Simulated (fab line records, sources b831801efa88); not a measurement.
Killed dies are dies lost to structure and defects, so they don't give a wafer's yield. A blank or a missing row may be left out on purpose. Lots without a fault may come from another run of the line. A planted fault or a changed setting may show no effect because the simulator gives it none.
fab line records | flow sky130
record lots=7 wafers=21 last_day=50
route steps=708 shown VT_ADJUST_HVTP@89 VT_ADJUST_LVTN@97 PAD_OPEN@708
lots that met no fault: from a run of the same line without faults
start_h: hours from the record's first day to the start of the lot's first wafer shown | wait_h: hours since the lot's step before | " the same as in the row above | L1.1+2: a row that stands for several wafers | - no value, or no start given | * or withheld: withheld | < > ~ a bound
route shown NAME@n: a module of which the file shows steps, and the number in the route of the first | usual: mean/standard deviation of fault-free wafers | same: alike in all rows | chamber/n: place in a boat | sites: the reading at each site | _std_site: their standard deviation | _edge_site: outer sites' mean less inner sites' | radius_mm: how far each site lies from the wafer's centre | mask NAME#n: copy n | behind: the tool/chamber that last shaped the wafer | hold: why the lot was held/for how many hours/how that ended | device: the transistor (n, p or np) that didn't switch | end of line: the same wafers' tests at the end of the route | a step without rows: its recipe alone | killed: dies lost to structure and defects at the first sort, not the wafer's yield | map: a wafer's dies, x killed, . not, _ none there
set.NAME: the setting as run; set.NAME@STEP: as run at that earlier step | model.NAME: the simulator's own value behind a step, which no gauge read
lots at some steps of the route; a table a step, a row a wafer
services: from which hour (start_h, from the record's first day; less than 0 if before it) a tool's chamber was out of use, for how many hours, and why
## steps
# step SKY_VT_ADJUST_HVTP_EXPOSE_04
# recipe mask_id=HVTPM na=0.6 source_shape=conventional sigma_outer=0.6 polarization=unpolarized target_cd_nm=380 dose_mj=140
# step SKY_VT_ADJUST_HVTP_PEB_05
# recipe temp_c=withheld time_s=* resist=NOVOLAK
# step SKY_VT_ADJUST_HVTP_DEVELOP_06
# recipe resist=NOVOLAK developer=TMAH develop_time_s=60 dev_temp_c=23
# step SKY_VT_ADJUST_HVTP_CD_MEAS_07
# recipe target_cd_nm=380
# usual cd_nm=379.4/2.4
# columns lot.wafer tool chamber start_h wait_h cd_nm
L395.2 cd_sem-02 - 164.08 0.1 381.5
L395.5 " - " " 383.1
L395.6 " - " " 382.5
L396.1 cd_sem-01 - 167.31 0.1 377.7
L396.2 " - " " 378.6
L396.5 " - " " 378.3
L399.1 cd_sem-01 - 186.08 0.1 379.1
L399.2 " - " " 376.8
L399.3 " - " " 377.4
L402.1 cd_sem-01 - 205.76 0.1 377.0
L402.2 " - " " 376.7
L402.5 " - " " 376.2
L403.1 cd_sem-02 - 212.63 0.1 379.5
L403.3 " - " " 378.6
L403.4 " - " " 379.1
L405.1 cd_sem-01 - 225.13 0.1 378.4
L405.2 " - " " 378.7
L405.5 " - " " 378.0
L409.2 cd_sem-01 - 255.65 0.1 377.3
L409.3 " - " " 379.0
L409.4 " - " " 379.1
# step SKY_VT_ADJUST_HVTP_OVL_MEAS_08
# usual VT_ADJUST_HVTP_OVL=0.1/1.3
# columns lot.wafer tool chamber start_h wait_h VT_ADJUST_HVTP_OVL[nm]
L395.2 overlay-02 - 164.19 0.1 -1.6
L395.5 " - " " -1.0
L395.6 " - " " 0.9
L396.1 overlay-01 - 167.43 0.1 -2.1
L396.2 " - " " -0.5
L396.5 " - " " 0.2
L399.1 overlay-01 - 186.20 0.1 2.7
L399.2 " - " " 0.0
L399.3 " - " " 1.7
L402.1 overlay-02 - 205.88 0.1 0.9
L402.2 " - " " -0.1
L402.5 " - " " -0.6
L403.1 overlay-02 - 212.75 0.1 0.9
L403.3 " - " " 0.8
L403.4 " - " " -0.8
L405.1 overlay-02 - 225.25 0.1 -2.2
L405.2 " - " " -1.7
L405.5 " - " " -0.1
L409.2 overlay-02 - 255.75 0.1 -2.4
L409.3 " - " " -0.8
L409.4 " - " " -1.0
# step SKY_VT_ADJUST_HVTP_IMPLANT_09
# recipe species=As energy_kev=150 dose_cm2=4.3e+12 tilt_deg=withheld
# step SKY_VT_ADJUST_HVTP_STRIP_10
# recipe chemistry=O2/N2 power_w=1400 pressure_mtorr=1500 platen_temp_c=withheld o2_flow_sccm=3000 n2_flow_sccm=300 overash_fraction=0.5
# usual drypump_motor_current_A=5.7/0.55 oes_product_au=0.716/0.005 strip_time_to_endpoint_s=14.18/0.039
# columns lot.wafer tool chamber start_h wait_h drypump_motor_current_A oes_product_au rf_hours_counter_h strip_time_to_endpoint_s
L395.2 plasma_asher-04 0 164.37 0.1 6.2 0.713 49 14.11
L395.5 " 0 " " 6.2 0.716 - 14.13
L395.6 " 1 " " 4.8 0.719 - 14.15
L396.1 plasma_asher-04 1 167.62 0.1 4.8 0.720 50 14.20
L396.2 " 0 " " 6.2 0.712 50 14.19
L396.5 " 1 " " 4.8 0.721 - 14.16
L399.1 plasma_asher-04 1 186.38 0.1 4.8 0.720 52 14.23
L399.2 " 0 " " 6.2 0.702 52 14.24
L399.3 " 1 " " 4.8 0.712 - 14.23
L402.1 plasma_asher-04 1 206.07 0.1 4.8 0.721 54 14.20
L402.2 " 0 " " 6.1 0.716 54 14.19
L402.5 " 0 " " 6.2 0.717 - 14.18
L403.1 plasma_asher-02 1 212.93 0.1 6.1 0.708 50 14.27
L403.3 " 0 " " 5.7 0.718 - 14.30
L403.4 " 1 " " 6.1 0.719 - 14.25
L405.1 plasma_asher-01 0 225.43 0.1 6.1 0.715 43 14.25
L405.2 " 1 " " 5.6 0.716 43 14.19
L405.5 " 1 " " 5.6 0.714 - 14.20
L409.2 plasma_asher-02 1 255.93 0.1 6.1 0.711 54 14.16
L409.3 " 0 " " 5.8 0.706 - 14.19
L409.4 " 1 " " 6.1 0.724 - 14.21
# step SKY_VT_ADJUST_HVTP_TW_MEAS_11
# usual VT_ADJUST_HVTP_TW=1355/14
# columns lot.wafer tool chamber start_h wait_h VT_ADJUST_HVTP_TW
L395.2 film_metro-01 - 164.48 0.1 1343
L395.5 " - " " 1338
L395.6 " - " " 1349
L396.1 film_metro-01 - 167.72 0.1 1344
L396.2 " - " " 1345
L396.5 " - " " 1339
L399.1 film_metro-03 - 186.48 0.1 1364
L399.2 " - " " 1365
L399.3 " - " " 1371
L402.1 film_metro-04 - 206.17 0.1 1343
L402.2 " - " " 1340
L402.5 " - " " 1345
L403.1 film_metro-01 - 213.03 0.1 1351
L403.3 " - " " 1345
L403.4 " - " " 1346
L405.1 film_metro-04 - 225.53 0.1 1346
L405.2 " - " " 1340
L405.5 " - " " 1338
L409.2 film_metro-03 - 256.04 0.1 1366
L409.3 " - " " 1382
L409.4 " - " " 1371
# step SKY_VT_ADJUST_LVTN_DEHYDRATE_00
# recipe temp_c=200 time_s=60
# step SKY_VT_ADJUST_LVTN_HMDS_01
# recipe prime_time_s=60 prime_temp_c=120
# step SKY_VT_ADJUST_LVTN_COAT_02
# recipe spin_rpm=2000 resist_thk_nm=3000
# step SKY_VT_ADJUST_LVTN_SOFTBAKE_03
# recipe temp_c=110 time_s=withheld
# step SKY_VT_ADJUST_LVTN_EXPOSE_04
# recipe mask_id=NWM_COMPLEMENT_LESS_NATIVE na=0.6 source_shape=conventional sigma_outer=0.6 polarization=unpolarized target_cd_nm=840 dose_mj=194
# usual exposure_dose_mJ_cm2=194.00/0.19
# columns lot.wafer tool chamber start_h wait_h mask exposure_dose_mJ_cm2
L395.2 iline_stepper-02 0 175.05 - NWM_COMPLEMENT_LESS_NATIVE#0 193.78
L395.5 " 0 " " NWM_COMPLEMENT_LESS_NATIVE#0 193.80
L395.6 " 0 " " NWM_COMPLEMENT_LESS_NATIVE#0 193.76
L396.1 iline_stepper-01 0 178.43 - NWM_COMPLEMENT_LESS_NATIVE#0 193.66
L396.2 " 0 " " NWM_COMPLEMENT_LESS_NATIVE#0 194.09
L396.5 " 0 " " NWM_COMPLEMENT_LESS_NATIVE#0 193.84
L399.1 iline_stepper-01 0 197.13 - NWM_COMPLEMENT_LESS_NATIVE#0 186.41
L399.2 " 0 " " NWM_COMPLEMENT_LESS_NATIVE#0 186.46
L399.3 " 0 " " NWM_COMPLEMENT_LESS_NATIVE#0 186.55
L402.1 iline_stepper-01 0 216.78 - NWM_COMPLEMENT_LESS_NATIVE#0 186.61
L402.2 " 0 " " NWM_COMPLEMENT_LESS_NATIVE#0 186.78
L402.5 " 0 " " NWM_COMPLEMENT_LESS_NATIVE#0 186.74
L403.1 iline_stepper-01 0 224.52 - NWM_COMPLEMENT_LESS_NATIVE#0 186.55
L403.3 " 0 " " NWM_COMPLEMENT_LESS_NATIVE#0 186.28
L403.4 " 0 " " NWM_COMPLEMENT_LESS_NATIVE#0 186.51
L405.1 iline_stepper-02 0 237.03 - NWM_COMPLEMENT_LESS_NATIVE#0 193.88
L405.2 " 0 " " NWM_COMPLEMENT_LESS_NATIVE#0 193.79
L405.5 " 0 " " NWM_COMPLEMENT_LESS_NATIVE#0 193.95
L409.2 iline_stepper-02 0 267.70 - NWM_COMPLEMENT_LESS_NATIVE#0 193.69
L409.3 " 0 " " NWM_COMPLEMENT_LESS_NATIVE#0 193.66
L409.4 " 0 " " NWM_COMPLEMENT_LESS_NATIVE#0 194.10
# step SKY_VT_ADJUST_LVTN_PEB_05
# recipe temp_c=115 time_s=withheld
# step SKY_PAD_OPEN_PROBE_99
# usual killed_at_M0_to_M3=43/7.1 killed_at_M4_up=3.0/1.6 killed_at_contacts=24/5.3 killed_at_front_end=16/4.1 killed_at_other=0.5/0.82 killed_dies=86/9.4 killed_open=46/6.9 killed_short=39/6.5
# same gross_dies=492 killed_at_back_side=0
# columns lot.wafer tool chamber start_h wait_h killed_at_M0_to_M3 killed_at_M4_up killed_at_contacts killed_at_front_end killed_at_other killed_dies killed_open killed_short
L399.1 prober-02 - 1138.96 0.1 50 3 24 15 0 92 54 38
L399.2 prober-02 - 1139.01 0.1 43 2 25 17 0 87 42 45
L399.3 prober-02 - 1139.06 0.2 40 1 19 11 1 72 38 34
L403.1 prober-01 - 1162.29 0.1 35 4 23 13 0 75 38 37
L403.3 prober-01 - 1162.39 0.2 55 1 32 23 0 111 70 41
L403.4 prober-01 - 1162.44 0.2 47 5 11 10 0 73 30 42
L409.2 prober-01 - 1190.58 0.1 37 5 21 13 0 76 34 41
L409.3 prober-01 - 1190.63 0.2 23 1 23 19 0 66 34 32
L409.4 prober-01 - 1190.68 0.2 36 4 22 18 0 80 41 39
# killed by level:class
L399.1 VIA1:geometric_particle:open=14 LI_CONTACT:geometric_particle:open=10 VIA3:geometric_particle:open=10 LOCAL_INTERCONNECT:geometric_particle:short=8 METAL2:geometric_particle:short=6 METAL1:geometric_particle:short=4 POLY_GATE:geometric_particle:open=4 VIA1:geometric_particle:short=4
L399.2 VIA1:geometric_particle:open=12 METAL1:geometric_particle:short=9 FIELD_ISO:geometric_particle:short=8 LI_CONTACT:geometric_particle:open=8 CONTACT:geometric_particle:open=8 VIA2:geometric_particle:short=7 METAL2:geometric_particle:short=6 FIELD_ISO:geometric_particle:open=4
L399.3 VIA3:geometric_particle:open=10 LI_CONTACT:geometric_particle:open=6 LOCAL_INTERCONNECT:geometric_particle:short=6 METAL2:geometric_particle:short=6 POLY_GATE:geometric_particle:open=4 VIA1:geometric_particle:short=4 METAL1:geometric_particle:short=4 VIA2:geometric_particle:open=4
L403.1 CONTACT:geometric_particle:open=13 VIA1:geometric_particle:open=8 METAL2:geometric_particle:short=5 VIA3:geometric_particle:short=5 POLY_GATE:geometric_particle:open=4 METAL4:geometric_particle:short=4 VIA2:geometric_particle:short=3 POLY_GATE:geometric_particle:short=3
L403.3 CONTACT:geometric_particle:open=14 VIA1:geometric_particle:open=13 POLY_GATE:geometric_particle:open=10 VIA2:geometric_particle:open=10 LI_CONTACT:geometric_particle:open=9 VIA3:geometric_particle:open=7 CONTACT:geometric_particle:short=6 VIA1:geometric_particle:short=6
L403.4 VIA1:geometric_particle:open=13 METAL2:geometric_particle:short=7 VIA1:geometric_particle:short=5 VIA2:geometric_particle:open=4 METAL3:geometric_particle:short=4 FIELD_ISO:geometric_particle:short=3 LI_CONTACT:geometric_particle:short=3 CONTACT:geometric_particle:short=3
L409.2 METAL2:geometric_particle:short=11 VIA1:geometric_particle:open=10 CONTACT:geometric_particle:short=7 CONTACT:geometric_particle:open=5 FIELD_ISO:geometric_particle:short=4 LI_CONTACT:geometric_particle:open=4 VIA2:geometric_particle:open=4 METAL4:geometric_particle:short=4
L409.3 POLY_GATE:geometric_particle:open=6 CONTACT:geometric_particle:open=6 FIELD_ISO:geometric_particle:short=5 FIELD_ISO:geometric_particle:open=5 CONTACT:geometric_particle:short=5 LI_CONTACT:geometric_particle:open=4 LOCAL_INTERCONNECT:geometric_particle:short=4 VIA2:geometric_particle:open=4
L409.4 VIA1:geometric_particle:open=12 CONTACT:geometric_particle:open=9 METAL2:geometric_particle:short=7 POLY_GATE:geometric_particle:open=5 POLY_GATE:geometric_particle:short=5 LI_CONTACT:geometric_particle:open=5 VIA3:geometric_particle:open=5 FIELD_ISO:geometric_particle:short=4
## services
# columns tool chamber start_h hours kind
iline_stepper-01 - 145.74 1.7 pm
plasma_asher-02 - 205.82 0.7 repair
plasma_asher-04 - 215.17 0.7 repair
plasma_asher-02 - 241.94 1.7 repair
## key
first_sign step=SKY_VT_ADJUST_LVTN_EXPOSE_04 reading=exposure_dose_mJ_cm2 direction=down sigmas=40 usual=* struck=*
effect none on later readings
met_at SKY_VT_ADJUST_LVTN_EXPOSE_04
struck_wafers L399.1,L399.2,L399.3,L402.1,L402.2,L402.5,L403.1,L403.3,L403.4
tester_left_out L399,L402,L403
onset_between 178.43 197.13
fault kind=process_parameter_drift tool=iline_stepper-01 chamber=- onset_h=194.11 steps=SKY_VT_ADJUST_LVTN_EXPOSE_04 channel=dose_mj offset=-7.3414 shape=step acts_in=these_recipes_only stated=194
# tester_left_out: of these lots the tester's yield and bins aren't shown, on N5 and GAA mostly nor the transistor test; their killed dies are dies lost to structure and defects alone, not to doping, threshold or leakage, so they don't give the yield
